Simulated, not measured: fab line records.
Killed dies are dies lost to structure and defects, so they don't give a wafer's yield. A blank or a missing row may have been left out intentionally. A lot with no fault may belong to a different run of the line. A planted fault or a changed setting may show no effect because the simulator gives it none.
What tool caused it? / flow sky130 / 11 lots with 33 wafers sampled at 5 steps, on a route of 708 steps

WHAT THE GAUGES READ, wafer by wafer
SKY_VT_ADJUST_LVTN_TW_MEAS_10.
lot=L209; measured=day 8 09:07; on=film metro-04; VT_ADJUST_LVTN_TW=241.1 240.1 239.7
lot=L210; measured=day 8 14:31; on=film metro-01; VT_ADJUST_LVTN_TW=243.0 243.2 241.1
lot=L212; measured=day 9 04:29; on=film metro-04; VT_ADJUST_LVTN_TW=241.9 240.3 241.3
lot=L213; measured=day 9 14:44; on=film metro-02; VT_ADJUST_LVTN_TW=238.3 238.9 239.8
lot=L216; measured=day 10 03:44; on=film metro-01; VT_ADJUST_LVTN_TW=242.0 241.0 240.3
lot=L217; measured=day 10 10:25; on=film metro-01; VT_ADJUST_LVTN_TW=241.0 242.8 241.0
lot=L222; measured=day 11 18:04; on=film metro-02; VT_ADJUST_LVTN_TW=239.2 238.6 240.7
lot=L223; measured=day 12 01:34; on=film metro-04; VT_ADJUST_LVTN_TW=240.8 240.5 241.3
lot=L224; measured=day 12 08:38; on=film metro-02; VT_ADJUST_LVTN_TW=238.8 238.4 238.6
lot=L225; measured=day 12 16:10; on=film metro-01; VT_ADJUST_LVTN_TW=241.8 243.3 241.9
lot=L227; measured=day 13 01:45; on=film metro-01; VT_ADJUST_LVTN_TW=240.6 239.8 239.3

SKY_VT_ADJUST_LVTN_TW_MEAS_21.
lot=L209; measured=day 9 06:43; on=film metro-04; VT_ADJUST_LVTN_2_TW=189.6 188.6 189.5
lot=L210; measured=day 9 11:53; on=film metro-01; VT_ADJUST_LVTN_2_TW=188.4 187.6 189.4
lot=L212; measured=day 10 02:28; on=film metro-01; VT_ADJUST_LVTN_2_TW=188.4 187.9 187.9
lot=L213; measured=day 10 13:28; on=film metro-04; VT_ADJUST_LVTN_2_TW=30.1 30.0 30.2 30.0 30.1 30.0
lot=L216; measured=day 11 03:35; on=film metro-01; VT_ADJUST_LVTN_2_TW=189.4 188.5 188.4
lot=L217; measured=day 11 09:43; on=film metro-02; VT_ADJUST_LVTN_2_TW=185.8 185.9 186.6
lot=L222; measured=day 12 19:22; on=film metro-02; VT_ADJUST_LVTN_2_TW=186.2 185.8 186.0
lot=L223; measured=day 13 02:19; on=film metro-04; VT_ADJUST_LVTN_2_TW=187.6 188.0 186.6
lot=L224; measured=day 13 09:01; on=film metro-04; VT_ADJUST_LVTN_2_TW=187.4 188.6 187.9
lot=L225; measured=day 13 16:06; on=film metro-01; VT_ADJUST_LVTN_2_TW=188.7 188.3 187.6
lot=L227; measured=day 14 01:18; on=film metro-02; VT_ADJUST_LVTN_2_TW=186.1 186.2 185.2

SKY_VT_ADJUST_NCORE_CD_MEAS_07: target cd 380 nm.
lot=L209; measured=day 10 04:05; on=cd sem-02; cd nm (nm)=380.0 380.5 381.6
lot=L210; measured=day 10 09:03; on=cd sem-02; cd nm (nm)=377.1 374.9 374.5
lot=L212; measured=day 11 01:15; on=cd sem-02; cd nm (nm)=381.9 381.6 380.3
lot=L216; measured=day 12 02:20; on=cd sem-01; cd nm (nm)=375.7 379.5 375.5
lot=L217; measured=day 12 09:20; on=cd sem-01; cd nm (nm)=381.3 377.9 378.7
lot=L222; measured=day 13 19:29; on=cd sem-02; cd nm (nm)=378.8 378.7 379.9
lot=L223; measured=day 14 01:58; on=cd sem-01; cd nm (nm)=382.1 378.9 379.3
lot=L224; measured=day 14 08:53; on=cd sem-02; cd nm (nm)=378.7 383.1 379.6
lot=L225; measured=day 14 16:46; on=cd sem-02; cd nm (nm)=376.5 376.3 375.5
lot=L227; measured=day 15 01:52; on=cd sem-01; cd nm (nm)=378.2 380.5 379.2

EACH LOT AND THE TOOL THAT RAN IT (in order: tool; ch and the chambers of the sampled wafers; start)
lot=L209; SKY_VT_ADJUST_LVTN_STRIP_09=plasma asher-02 ch 0,1, day 8 09:01; SKY_VT_ADJUST_LVTN_STRIP_20=plasma asher-04 ch 0,1, day 9 06:37
lot=L210; SKY_VT_ADJUST_LVTN_STRIP_09=plasma asher-03 ch 0,1, day 8 14:25; SKY_VT_ADJUST_LVTN_STRIP_20=plasma asher-03 ch 1, day 9 11:46
lot=L212; SKY_VT_ADJUST_LVTN_STRIP_09=plasma asher-03 ch 0,1, day 9 04:22; SKY_VT_ADJUST_LVTN_STRIP_20=plasma asher-04 ch 0,1, day 10 02:21
lot=L213; SKY_VT_ADJUST_LVTN_STRIP_09=plasma asher-03 ch 0,1, day 9 14:37; SKY_VT_ADJUST_LVTN_STRIP_20=plasma asher-02 ch 0,1, day 10 13:21
lot=L216; SKY_VT_ADJUST_LVTN_STRIP_09=plasma asher-04 ch 0,1, day 10 03:37; SKY_VT_ADJUST_LVTN_STRIP_20=plasma asher-04 ch 0,1, day 11 03:28
lot=L217; SKY_VT_ADJUST_LVTN_STRIP_09=plasma asher-04 ch 0,1, day 10 10:19; SKY_VT_ADJUST_LVTN_STRIP_20=plasma asher-02 ch 0,1, day 11 09:36
lot=L222; SKY_VT_ADJUST_LVTN_STRIP_09=plasma asher-02 ch 0,1, day 11 17:57; SKY_VT_ADJUST_LVTN_STRIP_20=plasma asher-04 ch 0,1, day 12 19:15
lot=L223; SKY_VT_ADJUST_LVTN_STRIP_09=plasma asher-02 ch 0, day 12 01:28; SKY_VT_ADJUST_LVTN_STRIP_20=plasma asher-02 ch 0,1, day 13 02:13
lot=L224; SKY_VT_ADJUST_LVTN_STRIP_09=plasma asher-02 ch 0,1, day 12 08:31; SKY_VT_ADJUST_LVTN_STRIP_20=plasma asher-04 ch 1, day 13 08:55
lot=L225; SKY_VT_ADJUST_LVTN_STRIP_09=plasma asher-04 ch 1, day 12 16:04; SKY_VT_ADJUST_LVTN_STRIP_20=plasma asher-04 ch 1, day 13 16:00
lot=L227; SKY_VT_ADJUST_LVTN_STRIP_09=plasma asher-04 ch 0,1, day 13 01:39; SKY_VT_ADJUST_LVTN_STRIP_20=plasma asher-02 ch 0,1, day 14 01:12
- SKY_VT_ADJUST_LVTN_STRIP_09: strips in O2/N2.
- SKY_VT_ADJUST_LVTN_STRIP_20: strips in O2/N2.

AS READ BY THE TOOLS THEMSELVES (means over the sampled wafers that have a number; for cases with no such wafer, the mark the record gives instead)
SKY_VT_ADJUST_LVTN_STRIP_09.
lot=L209; tool=plasma asher-02; drypump motor current A (A)=5.6; oes product au (a.u.)=0.724; strip time to endpoint s (s)=36.98
lot=L210; tool=plasma asher-03; drypump motor current A (A)=5.6; oes product au (a.u.)=0.722; strip time to endpoint s (s)=36.87
lot=L212; tool=plasma asher-03; drypump motor current A (A)=5.6; oes product au (a.u.)=0.723; strip time to endpoint s (s)=37.06
lot=L213; tool=plasma asher-03; drypump motor current A (A)=5.6; oes product au (a.u.)=0.918; strip time to endpoint s (s)=-
lot=L216; tool=plasma asher-04; drypump motor current A (A)=5.6; oes product au (a.u.)=0.719; strip time to endpoint s (s)=37.02
lot=L217; tool=plasma asher-04; drypump motor current A (A)=5.7; oes product au (a.u.)=0.721; strip time to endpoint s (s)=36.80
lot=L222; tool=plasma asher-02; drypump motor current A (A)=5.8; oes product au (a.u.)=0.717; strip time to endpoint s (s)=36.91
lot=L223; tool=plasma asher-02; drypump motor current A (A)=5.4; oes product au (a.u.)=0.720; strip time to endpoint s (s)=36.84
lot=L224; tool=plasma asher-02; drypump motor current A (A)=5.8; oes product au (a.u.)=0.726; strip time to endpoint s (s)=37.03
lot=L225; tool=plasma asher-04; drypump motor current A (A)=5.9; oes product au (a.u.)=0.723; strip time to endpoint s (s)=36.79
lot=L227; tool=plasma asher-04; drypump motor current A (A)=5.6; oes product au (a.u.)=0.721; strip time to endpoint s (s)=36.84

SKY_VT_ADJUST_LVTN_STRIP_20.
lot=L209; tool=plasma asher-04; drypump motor current A (A)=5.58; oes product au (a.u.)=0.714; strip time to endpoint s (s)=14.27
lot=L210; tool=plasma asher-03; drypump motor current A (A)=5.88; oes product au (a.u.)=0.715; strip time to endpoint s (s)=14.19
lot=L212; tool=plasma asher-04; drypump motor current A (A)=5.59; oes product au (a.u.)=0.713; strip time to endpoint s (s)=14.16
lot=L213; tool=plasma asher-02; drypump motor current A (A)=5.63; oes product au (a.u.)=0.729; strip time to endpoint s (s)=41.52
lot=L216; tool=plasma asher-04; drypump motor current A (A)=5.75; oes product au (a.u.)=0.719; strip time to endpoint s (s)=14.18
lot=L217; tool=plasma asher-02; drypump motor current A (A)=5.63; oes product au (a.u.)=0.715; strip time to endpoint s (s)=14.15
lot=L222; tool=plasma asher-04; drypump motor current A (A)=5.56; oes product au (a.u.)=0.718; strip time to endpoint s (s)=14.18
lot=L223; tool=plasma asher-02; drypump motor current A (A)=5.62; oes product au (a.u.)=0.709; strip time to endpoint s (s)=14.15
lot=L224; tool=plasma asher-04; drypump motor current A (A)=5.91; oes product au (a.u.)=0.717; strip time to endpoint s (s)=14.16
lot=L225; tool=plasma asher-04; drypump motor current A (A)=5.92; oes product au (a.u.)=0.714; strip time to endpoint s (s)=14.17
lot=L227; tool=plasma asher-02; drypump motor current A (A)=5.60; oes product au (a.u.)=0.716; strip time to endpoint s (s)=14.18

THE ANSWER, worked out from the rows above alone
Rule: the lots themselves supply what counts as usual. Put in order of their means at a reading, lots are off if they are a third of the lots or fewer, leave a main group of 4 or more, and stand apart from it by a gap of 3 or more times the standard deviation of the main group's means; of several such gaps the widest counts. A main group whose means are all the same, to the digits that the tables above print for the reading, isn't used. Also off: a lot with no number at a reading for which 4 or more lots have one. Any other lot the step has rows for is counted as sound. First the gauges in route order, then the tools' own readings, where a lot's mean is used as printed above. The first step at which some lot is off is used, and at that step the reading that is off furthest; a lot without a number counts as furthest.
Off: L213, at SKY_VT_ADJUST_LVTN_TW_MEAS_21 (VT_ADJUST_LVTN_2_TW). Main group: mean 187.6, sd 1.2.
A tool fits if, at a process step before that reading, it ran every lot that is off, and no sound lot after the first of them. Not tried: the gauges at SKY_VT_ADJUST_LVTN_TW_MEAS_21; whatever is off there is also off at SKY_VT_ADJUST_LVTN_STRIP_09, on other tools, and gauge error can't account for it. One candidate fits, namely plasma asher-03 at SKY_VT_ADJUST_LVTN_STRIP_09. A fault onset in the window from L212 (day 9 04:22, its last sound lot) to L213 (day 9 14:37, its first lot off) fits.
The tool's own readings at SKY_VT_ADJUST_LVTN_STRIP_09 bear it out: on the lots that are off they differ by more than 5 times the standard deviation of the sound lots' means. oes product au reads 0.918 a.u. there against 0.722 a.u. on the sound lots.
Blank at SKY_VT_ADJUST_LVTN_STRIP_09 on the lots that are off, where sound lots have numbers: strip time to endpoint s.

WHAT THE SIMULATOR PUT IN
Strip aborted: plasma asher-03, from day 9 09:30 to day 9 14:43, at SKY_VT_ADJUST_LVTN_STRIP_09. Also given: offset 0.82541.
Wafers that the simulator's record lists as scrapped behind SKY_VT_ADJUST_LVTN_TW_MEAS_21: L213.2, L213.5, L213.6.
Lots struck among those shown: L213. This agrees with what the rule above found.
